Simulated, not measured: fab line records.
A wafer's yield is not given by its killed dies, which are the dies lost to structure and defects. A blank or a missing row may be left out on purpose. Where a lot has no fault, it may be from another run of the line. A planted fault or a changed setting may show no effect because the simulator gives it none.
fab line records	flow sky130
record: lots: 12	wafers: 36	last_day: 50
route steps=708 shown VIA3@586 PASSIVATION@683 PAD_OPEN@708
lots with no fault: from the same line, run without faults
start_h: hours from the record's first day to the start of the lot's first wafer shown	wait_h: time in hours since the lot's previous step	" the same as in the row above	L1.1+2: several wafers, shown together as one row	- no value, or no start was given	* or withheld: withheld	< > ~ a bound
route shown NAME@n: NAME is a module with steps in the file, n the number in the route of the first one	usual: average and standard deviation across the fault-free wafers	same: alike in all rows	chamber/n: place in a boat	sites: per-site readings	_std_site: how widely they spread, as a standard deviation	_edge_site: mean of outer sites minus mean of inner sites	radius_mm: for every site, how far away it sits from the centre of the wafer	mask NAME#n: copy n	behind: the last tool/chamber to shape the wafer	hold: the reason the lot was held/the length of the hold in hours/how it ended	device: whichever transistor did not switch (one of n, p or np)	end of line: the same wafers' tests at the end of the route	for a step that has no rows: nothing shown but its recipe	killed: not the wafer's yield, but the dies lost to structure and defects at the first sort	map: a wafer's dies, marking killed ones x, the rest . and places with no die _
set.NAME: the setting the step ran with; set.NAME@STEP: the setting that earlier step ran with	model.NAME: the simulator's own value behind a step, which no gauge read
steps of the route over a sample of lots; a table a step, a row a wafer
services: the hour from which a tool's chamber was out of use, counted from the record's first day as start_h (under 0 if before that day), plus the number of hours and why
== steps ==
step: SKY_VIA3_OVL_MEAS_13
usual: VIA3_OVL: -3/5
lot.wafer	tool	chamber	start_h	wait_h	VIA3_OVL[nm]
L173.1	overlay-02	-	929.70	0.1	-7
L173.3	"	-	"	"	1
L173.6	"	-	"	"	-4
L174.1	overlay-02	-	946.25	0.1	-2
L174.3	"	-	"	"	-7
L174.4	"	-	"	"	-5
L179.1	overlay-02	-	991.39	0.1	-9
L179.2	"	-	"	"	-8
L179.6	"	-	"	"	-9
L180.1	overlay-01	-	993.20	0.1	0
L180.2	"	-	"	"	-2
L180.3	"	-	"	"	-6
L183.1	overlay-02	-	1010.75	0.1	-2
L183.3	"	-	"	"	0
L183.6	"	-	"	"	-2
L188.1	overlay-02	-	1042.71	0.1	-3
L188.2	"	-	"	"	-6
L188.3	"	-	"	"	-4
L187.3	overlay-02	-	1045.75	0.1	-4
L187.4	"	-	"	"	-8
L187.5	"	-	"	"	-3
L191.2	overlay-02	-	1058.66	0.1	-10
L191.5	"	-	"	"	-11
L191.6	"	-	"	"	-15
L193.2	overlay-01	-	1070.70	0.1	-10
L193.4	"	-	"	"	-11
L193.5	"	-	"	"	-17
L192.1	overlay-02	-	1074.95	0.1	1
L192.4	"	-	"	"	-3
L192.5	"	-	"	"	-3
L195.3	overlay-02	-	1080.55	0.1	-1
L195.4	"	-	"	"	-4
L195.6	"	-	"	"	0
L194.1	overlay-01	-	1081.85	0.1	-3
L194.5	"	-	"	"	-7
L194.6	"	-	"	"	-9
step: SKY_VIA3_STRIP_16
recipe: chemistry: O2/N2	power_w: 1400	pressure_mtorr: 1500	platen_temp_c: withheld	o2_flow_sccm: 3000	n2_flow_sccm: 300	overash_fraction: 0.5
usual: drypump_motor_current_A: 5.6/0.51	oes_product_au: 0.402/0.0047	strip_time_to_endpoint_s: 4.139/0.023
lot.wafer	tool	chamber	start_h	wait_h	drypump_motor_current_A	oes_product_au	rf_hours_counter_h	strip_time_to_endpoint_s
L173.1	plasma_asher-03	1	929.84	0.0	5.1	0.417	78	4.171
L173.3	"	0	"	"	5.6	0.403	-	4.163
L173.6	"	1	"	"	5.1	0.410	-	4.161
L174.1	plasma_asher-04	1	946.39	0.0	6.4	0.395	20	4.165
L174.3	"	1	"	"	6.4	0.404	-	4.165
L174.4	"	0	"	"	5.3	0.413	-	4.173
L179.1	plasma_asher-02	0	991.53	0.0	5.3	0.405	120	4.150
L179.2	"	1	"	"	6.4	0.403	120	4.120
L179.6	"	0	"	"	5.3	0.400	-	4.152
L180.1	plasma_asher-03	0	993.34	0.0	5.6	0.402	84	4.108
L180.2	"	1	"	"	5.1	0.402	84	4.160
L180.3	"	0	"	"	5.6	0.395	-	4.139
L183.1	plasma_asher-02	1	1010.89	0.0	6.4	0.416	122	4.121
L183.3	"	0	"	"	5.4	0.403	-	4.153
L183.6	"	0	"	"	5.3	0.408	-	4.118
L188.1	plasma_asher-03	0	1042.84	0.0	5.6	0.408	89	4.161
L188.2	"	1	"	"	5.1	0.406	89	4.152
L188.3	"	0	"	"	5.6	0.402	-	4.138
L187.3	plasma_asher-03	1	1045.91	0.1	5.1	0.405	-	4.127
L187.4	"	0	"	"	5.6	0.392	-	4.104
L187.5	"	1	"	"	5.1	0.402	-	4.133
L191.2	plasma_asher-04	0	1058.79	0.0	5.3	0.402	32	4.159
L191.5	"	1	"	"	6.5	0.399	-	4.150
L191.6	"	0	"	"	5.3	0.404	-	4.164
L193.2	plasma_asher-04	0	1070.83	0.0	5.3	0.407	34	4.129
L193.4	"	0	"	"	5.3	0.396	-	4.125
L193.5	"	0	"	"	5.3	0.400	-	4.147
L192.1	plasma_asher-04	1	1075.09	0.0	6.4	0.397	34	4.103
L192.4	"	1	"	"	6.4	0.407	-	4.121
L192.5	"	1	"	"	6.4	0.395	-	4.114
L195.3	plasma_asher-03	1	1080.71	0.1	5.1	0.400	-	4.146
L195.4	"	0	"	"	5.6	0.410	-	4.154
L195.6	"	0	"	"	5.6	0.399	-	4.168
L194.1	plasma_asher-02	0	1081.99	0.0	5.4	0.401	2	4.121
L194.5	"	1	"	"	6.3	0.403	-	4.148
L194.6	"	0	"	"	5.3	0.407	-	4.167
step: SKY_VIA3_THK_MEAS_23
recipe: thk_meas_gauge: xrf	reads: W_of_VIA3_CVD_21
usual: VIA3_W_THK: 385/5.4
lot.wafer	tool	chamber	start_h	wait_h	VIA3_W_THK[nm]
L173.1	film_metro-02	-	930.78	0.1	385
L173.3	"	-	"	"	377
L173.6	"	-	"	"	382
L174.1	film_metro-04	-	947.28	0.1	394
L174.3	"	-	"	"	389
L174.4	"	-	"	"	385
L179.1	film_metro-02	-	992.53	0.1	384
L179.2	"	-	"	"	386
L179.6	"	-	"	"	388
L180.1	film_metro-02	-	994.24	0.1	389
L180.2	"	-	"	"	371
L180.3	"	-	"	"	386
L183.1	film_metro-02	-	1011.83	0.1	386
L183.3	"	-	"	"	377
L183.6	"	-	"	"	389
L188.1	film_metro-02	-	1043.79	0.1	381
L188.2	"	-	"	"	384
L188.3	"	-	"	"	388
L187.3	film_metro-01	-	1046.84	0.1	382
L187.4	"	-	"	"	383
L187.5	"	-	"	"	388
L191.2	film_metro-02	-	1059.72	0.1	389
L191.5	"	-	"	"	394
L191.6	"	-	"	"	389
L193.2	film_metro-02	-	1071.73	0.1	393
L193.4	"	-	"	"	397
L193.5	"	-	"	"	397
L192.1	film_metro-01	-	1076.01	0.1	387
L192.4	"	-	"	"	385
L192.5	"	-	"	"	383
L195.3	film_metro-02	-	1081.59	0.1	383
L195.4	"	-	"	"	386
L195.6	"	-	"	"	389
L194.1	film_metro-01	-	1082.92	0.1	389
L194.5	"	-	"	"	393
L194.6	"	-	"	"	386
step: SKY_PASSIVATION_CVD_02
recipe: material: Si3N4	target_thk_nm: 540	temp_c: 400	time_s: withheld	rf_w: 450
usual: heater_power_outer_w: 427/67	heater_power_w: 745/100
lot.wafer	tool	chamber	start_h	wait_h	heater_power_outer_w	heater_power_w
L173.1	pecvd-03	1	1030.41	0.1	464	809
L173.3	"	0	"	"	409	672
L173.6	"	0	"	"	435	712
L174.1	pecvd-02	2	1045.55	0.1	401	697
L174.3	"	1	"	"	441	795
L174.4	"	0	"	"	444	756
L179.1	pecvd-01	2	1086.18	0.1	441	765
L179.2	"	1	"	"	317	540
L179.6	"	1	"	"	312	548
L180.1	pecvd-02	0	1086.48	0.1	447	768
L180.2	"	1	"	"	434	775
L180.3	"	2	"	"	324	617
L183.1	pecvd-01	2	1101.71	0.1	460	742
L183.3	"	0	"	"	477	809
L183.6	"	0	"	"	483	821
L188.1	pecvd-03	0	1130.26	0.1	358	624
L188.2	"	1	"	"	382	714
L188.3	"	2	"	"	478	801
L187.3	pecvd-02	0	1133.60	0.0	430	718
L187.4	"	2	"	"	407	715
L187.5	"	1	"	"	509	892
L191.2	pecvd-02	2	1145.48	0.0	389	712
L191.5	"	1	"	"	493	881
L191.6	"	2	"	"	397	737
L193.2	pecvd-02	1	1155.33	0.0	508	870
L193.4	"	2	"	"	404	685
L193.5	"	1	"	"	528	918
L192.1	pecvd-02	1	1159.07	0.1	494	857
L192.4	"	1	"	"	527	886
L192.5	"	2	"	"	330	622
L195.3	pecvd-03	2	1164.13	0.0	419	740
L195.4	"	0	"	"	475	753
L195.6	"	2	"	"	456	779
L194.1	pecvd-03	0	1166.53	0.1	416	706
L194.5	"	1	"	"	487	847
L194.6	"	0	"	"	443	726
step: SKY_PASSIVATION_THK_MEAS_03
recipe: reads: Si3N4_of_PASSIVATION_CVD_02
usual: PASSIVATION_CVD_02_THK: 539/7.1
lot.wafer	tool	chamber	start_h	wait_h	PASSIVATION_CVD_02_THK[nm]
L173.1	film_metro-01	-	1030.64	-	531
L173.3	"	-	"	"	536
L173.6	"	-	"	"	547
L174.1	film_metro-04	-	1045.78	-	530
L174.3	"	-	"	"	533
L174.4	"	-	"	"	547
L179.1	film_metro-04	-	1086.40	-	531
L179.2	"	-	"	"	540
L179.6	"	-	"	"	550
L180.1	film_metro-04	-	1086.70	-	540
L180.2	"	-	"	"	531
L180.3	"	-	"	"	532
L183.1	film_metro-02	-	1101.94	-	534
L183.3	"	-	"	"	537
L183.6	"	-	"	"	551
L188.1	film_metro-02	-	1130.48	-	542
L188.2	"	-	"	"	534
L188.3	"	-	"	"	533
L187.3	film_metro-01	-	1133.85	-	534
L187.4	"	-	"	"	538
L187.5	"	-	"	"	542
L191.2	film_metro-02	-	1145.71	-	620
L191.5	"	-	"	"	631
L191.6	"	-	"	"	631
L193.2	film_metro-01	-	1155.56	-	624
L193.4	"	-	"	"	633
L193.5	"	-	"	"	629
L192.1	film_metro-02	-	1159.30	-	622
L192.4	"	-	"	"	633
L192.5	"	-	"	"	630
L195.3	film_metro-01	-	1164.38	-	539
L195.4	"	-	"	"	548
L195.6	"	-	"	"	536
L194.1	film_metro-01	-	1166.75	-	545
L194.5	"	-	"	"	543
L194.6	"	-	"	"	553
step: SKY_PAD_OPEN_PROBE_99
usual: defect_limited_yield: 82.4/1.9	killed_at_M0_to_M3: 43/7.1	killed_at_M4_up: 3.2/1.7	killed_at_contacts: 24/5.6	killed_at_front_end: 16/5	killed_at_other: 0.4/0.68	killed_dies: 86/9.3	killed_open: 47/7.1	killed_short: 39/5.7	sort_bin_3_pad_short: 0.9/0.38	sort_bin_5_function: 10.4/1.5	sort_bin_6_memory: 6.3/1.3	sort_n_pass: 406/9.3	sort_yield_pct: 82.4/1.9
same: gross_dies: 492	killed_at_back_side: 0	sort_bin_4_leakage[%]: 0	sort_bin_8_speed[%]: 0
lot.wafer	tool	chamber	start_h	wait_h	defect_limited_yield[%]	killed_at_M0_to_M3	killed_at_M4_up	killed_at_contacts	killed_at_front_end	killed_at_other	killed_dies	killed_open	killed_short	sort_bin_3_pad_short[%]	sort_bin_5_function[%]	sort_bin_6_memory[%]	sort_n_pass	sort_yield_pct[%]
L188.1	prober-02	-	1169.09	0.1	82.1	42	2	27	17	0	88	49	39	1.0	10.2	6.7	404	82.1
L188.2	prober-02	-	1169.14	0.1	82.1	38	4	28	17	1	88	52	35	0.8	11.6	5.5	404	82.1
L188.3	prober-02	-	1169.19	0.2	82.9	46	3	25	10	0	84	43	41	0.8	9.8	6.5	408	82.9
killed by level:class
L188.1 CONTACT:geometric_particle:open=8 VIA1:geometric_particle:open=8 LI_CONTACT:geometric_particle:open=7 FIELD_ISO:geometric_particle:short=6 VIA2:geometric_particle:open=5 METAL2:geometric_particle:open=5 VIA3:geometric_particle:open=5 POLY_GATE:geometric_particle:open=4
L188.2 CONTACT:geometric_particle:open=10 LI_CONTACT:geometric_particle:open=8 VIA1:geometric_particle:short=8 VIA2:geometric_particle:open=7 METAL2:geometric_particle:short=6 VIA3:geometric_particle:open=5 POLY_GATE:geometric_particle:short=4 POLY_GATE:geometric_particle:open=4
L188.3 METAL1:geometric_particle:short=11 LI_CONTACT:geometric_particle:open=10 VIA2:geometric_particle:open=8 CONTACT:geometric_particle:open=6 CONTACT:geometric_particle:short=6 VIA1:geometric_particle:open=6 POLY_GATE:geometric_particle:short=4 VIA3:geometric_particle:short=4
== services ==
tool	chamber	start_h	hours	kind
pecvd-03	0	920.06	5.5	scheduled_down
pecvd-01	0	927.23	5.5	scheduled_down
plasma_asher-03	-	956.70	2.8	pm
pecvd-01	-	970.15	0.9	repair
pecvd-02	-	977.42	2.8	pm
pecvd-03	1	977.64	2.1	scheduled_down
pecvd-02	2	988.43	2.1	scheduled_down
pecvd-02	1	999.38	-	clean
pecvd-02	1	999.38	-	consumable_replace:showerhead
pecvd-02	1	999.38	29.0	scheduled_down
pecvd-02	1	999.38	29.0	vent_cycle
pecvd-03	1	1020.89	5.5	scheduled_down
plasma_asher-02	-	1055.25	9.0	pm
plasma_asher-02	0	1055.25	9.0	vent_cycle
plasma_asher-02	1	1055.25	9.0	vent_cycle
pecvd-01	-	1064.18	0.5	repair
plasma_asher-02	0	1064.25	-	clean
plasma_asher-02	1	1064.25	-	clean
pecvd-01	-	1098.40	0.8	repair
pecvd-03	1	1121.40	1.8	repair
pecvd-02	0	1129.86	3.1	repair
pecvd-02	0	1134.18	3.9	repair
pecvd-03	1	1156.23	5.5	scheduled_down
pecvd-02	-	1164.84	0.7	repair
== key ==
first_sign: step: SKY_PASSIVATION_THK_MEAS_03	reading: PASSIVATION_CVD_02_THK	direction: up	sigmas: 13	usual: 539	struck: 628
effect none on later readings
met_at SKY_PASSIVATION_CVD_02
struck_lots L191,L192,L193
not_acting_at SKY_VIA3_OVL_MEAS_13,SKY_VIA3_STRIP_16,SKY_VIA3_THK_MEAS_23
onset_between 1133.60 1145.48
fault: kind: process_parameter_drift	tool: pecvd-02	chamber: -	onset_h: 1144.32	steps: SKY_PASSIVATION_CVD_02	channel: time_s	offset: withheld	shape: step	end_h: 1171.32	acts_in: *
